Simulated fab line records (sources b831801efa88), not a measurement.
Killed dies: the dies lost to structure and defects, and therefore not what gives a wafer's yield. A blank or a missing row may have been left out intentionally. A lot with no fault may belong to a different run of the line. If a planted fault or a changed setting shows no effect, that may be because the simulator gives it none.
Which tool was responsible?	flow gf180mcu	7 lots, 21 wafers sampled, at 1 step of a route of 602

WHAT EACH GAUGE READ, for each wafer
GF_STI_THK_MEAS_02.
lot	measured	on	STI_OXIDATION_THK (nm)
L947	day 1 19:00	filmMetro-04	9.96 9.99 9.90
L951	day 2 13:53	filmMetro-04	9.71 9.94 9.85
L960	day 4 09:31	filmMetro-04	9.57 9.79 9.72
L962	day 4 19:31	filmMetro-04	10.15 10.00 10.00
L964	day 5 05:31	filmMetro-03	9.88 9.98 9.85
L966	day 5 15:32	filmMetro-01	9.88 9.81 10.05
L969	day 6 06:31	filmMetro-01	9.84 9.75 9.75

TOOL THAT RAN EACH LOT (tool first, then ch and the chambers of the sampled wafers, then the start)
The record shows no process step preceding these readings.

THE ANSWER, worked out from the rows above alone
Rule: usual is defined by the lots themselves. Put in order of their means at a reading, lots are off if they are a third of the lots or fewer, leave a main group of 4 or more, and stand apart from it by a gap of 3 or more times the standard deviation of the main group's means; of several such gaps the widest counts. A main group whose means are all the same, to the digits that the tables above print for the reading, isn't used. Also off: a lot with no number at a reading for which 4 or more lots have one. Any other lot the step has rows for is counted as sound.
Across all readings shown, no lot is off: no conclusion can be drawn from this.

WHAT THE SIMULATOR HAD INSERTED
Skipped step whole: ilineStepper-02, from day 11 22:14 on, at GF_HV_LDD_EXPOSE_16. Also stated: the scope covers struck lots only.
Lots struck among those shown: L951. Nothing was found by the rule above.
